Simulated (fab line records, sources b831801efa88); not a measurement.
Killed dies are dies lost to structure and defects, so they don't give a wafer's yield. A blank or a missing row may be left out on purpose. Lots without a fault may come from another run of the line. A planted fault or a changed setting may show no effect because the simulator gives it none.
Which tool did it? | flow sky130 | 11 lots, 33 wafers sampled, at 4 steps of a route of 708

WHAT THE GAUGES READ, wafer by wafer
SKY_LI_CONTACT_CD_MEAS_12: target cd 170 nm.
lot  | measured     | on        | cd_nm (nm)
L615 | day 29 09:49 | cd_sem-01 | 171.8 170.4 172.0
L621 | day 31 10:20 | cd_sem-01 | 169.2 169.2 169.8
L622 | day 31 16:33 | cd_sem-01 | 168.8 168.4 169.0
L623 | day 31 18:45 | cd_sem-02 | 171.4 170.3 170.7
L626 | day 32 16:49 | cd_sem-01 | 170.3 169.8 169.9
L627 | day 33 05:43 | cd_sem-01 | 171.5 170.2 172.2
L628 | day 33 13:06 | cd_sem-01 | 171.3 171.1 170.3
L629 | day 33 19:07 | cd_sem-01 | 168.2 169.4 169.7
L630 | day 33 22:50 | cd_sem-02 | 169.6 170.0 171.1
L637 | day 36 05:51 | cd_sem-02 | 170.3 169.8 168.2
L638 | day 36 13:45 | cd_sem-01 | 168.4 168.2 168.5

SKY_LI_CONTACT_RS_MEAS_22: measures by four-point-probe.
lot  | measured     | on            | LI_CONTACT_W_RS (ohm/sq)
L615 | day 29 10:40 | film_metro-02 | 0.279 0.283 0.282
L621 | day 31 11:10 | film_metro-04 | 0.284 0.284 0.285
L622 | day 31 17:23 | film_metro-02 | 0.278 0.271 0.273
L623 | day 31 19:35 | film_metro-02 | 0.284 0.283 0.291
L626 | day 32 17:41 | film_metro-02 | 0.286 0.275 0.283
L627 | day 33 06:33 | film_metro-04 | 0.284 0.285 0.274
L628 | day 33 13:56 | film_metro-02 | 0.292 0.281 0.286
L629 | day 33 20:00 | film_metro-04 | 0.288 0.289 0.286
L630 | day 33 23:43 | film_metro-04 | 0.284 0.288 0.290
L637 | day 36 06:45 | film_metro-04 | 0.284 0.285 0.286
L638 | day 36 14:35 | film_metro-02 | 0.278 0.267 0.277

SKY_CONTACT_THK_MEAS_01.
lot  | measured     | on            | CONTACT_CVD_00_THK (nm)
L615 | day 30 16:40 | film_metro-01 | 73.7 75.5 75.4
L621 | day 32 15:52 | film_metro-02 | 0.0 0.0 0.0
L622 | day 32 22:20 | film_metro-02 | 0.0 0.0 0.0
L623 | day 32 23:52 | film_metro-02 | 0.0 0.0 0.0
L626 | day 33 22:27 | film_metro-01 | 76.2 75.7 76.4
L627 | day 34 10:53 | film_metro-02 | 73.5 75.0 74.5
L628 | day 34 17:29 | film_metro-01 | 75.7 75.1 74.4
L629 | day 34 23:59 | film_metro-03 | 75.0 74.4 76.0
L630 | day 35 04:20 | film_metro-01 | 73.5 74.5 74.8
L637 | day 37 10:09 | film_metro-01 | 74.5 75.6 75.4
L638 | day 37 17:53 | film_metro-03 | 73.3 75.0 74.4

WHICH TOOL RAN EACH LOT (tool, then ch and the chambers of the sampled wafers, then the start)
lot  | SKY_CONTACT_CVD_00
L615 | pecvd-02 ch 0,2, day 30 16:37
L621 | pecvd-02 ch 1, day 32 15:49
L622 | pecvd-02 ch 0,1, day 32 22:17
L623 | pecvd-04 ch 0,1,2, day 32 23:49
L626 | pecvd-03 ch 1,2, day 33 22:25
L627 | pecvd-03 ch 0,2, day 34 10:51
L628 | pecvd-04 ch 0,1,2, day 34 17:25
L629 | pecvd-03 ch 1,2, day 34 23:57
L630 | pecvd-02 ch 0,1, day 35 04:17
L637 | pecvd-04 ch 0,2, day 37 10:05
L638 | pecvd-02 ch 0,1, day 37 17:50
- SKY_CONTACT_CVD_00: deposits Si3N4, target thk 75 nm.

WHAT THE TOOLS THEMSELVES READ (means of the sampled wafers that have a number; where no wafer has one, the mark that the record gives instead)
SKY_CONTACT_CVD_00.
lot  | tool     | heater_power_outer_w (W) | heater_power_w (W)
L615 | pecvd-02 | 456                      | 711
L621 | pecvd-02 | -                        | -
L622 | pecvd-02 | -                        | -
L623 | pecvd-04 | -                        | -
L626 | pecvd-03 | 442                      | 818
L627 | pecvd-03 | 431                      | 717
L628 | pecvd-04 | 410                      | 660
L629 | pecvd-03 | 431                      | 832
L630 | pecvd-02 | 427                      | 747
L637 | pecvd-04 | 349                      | 570
L638 | pecvd-02 | 419                      | 736

THE ANSWER, worked out from the rows above alone
Rule: what is usual is taken from the lots themselves. Put in order of their means at a reading, lots are off if they are a third of the lots or fewer, leave a main group of 4 or more, and stand apart from it by a gap of 3 or more times the standard deviation of the main group's means; of several such gaps the widest counts. A main group whose means are all the same, to the digits that the tables above print for the reading, isn't used. A lot without any number at a reading at which 4 lots or more have one is off too. The other lots that the step has rows for count as sound. The gauges are gone through in route order, then the tools' own readings, and for those a lot's mean is taken as printed above. The first step at which some lot is off is used, and at that step the reading that is off furthest; a lot without a number counts as furthest.
Off: L621, L622, L623, at SKY_CONTACT_THK_MEAS_01 (CONTACT_CVD_00_THK). The main group: mean 74.9 nm, standard deviation 0.59.
A tool fits if, at a process step before that reading, it ran every lot that is off, and no sound lot after the first of them. The gauges at SKY_CONTACT_THK_MEAS_01 aren't tried: what is off there is off at SKY_CONTACT_CVD_00 too, on other tools, and a gauge's error can't cause that. None of those tried fits.

WHAT THE SIMULATOR HAD PUT IN
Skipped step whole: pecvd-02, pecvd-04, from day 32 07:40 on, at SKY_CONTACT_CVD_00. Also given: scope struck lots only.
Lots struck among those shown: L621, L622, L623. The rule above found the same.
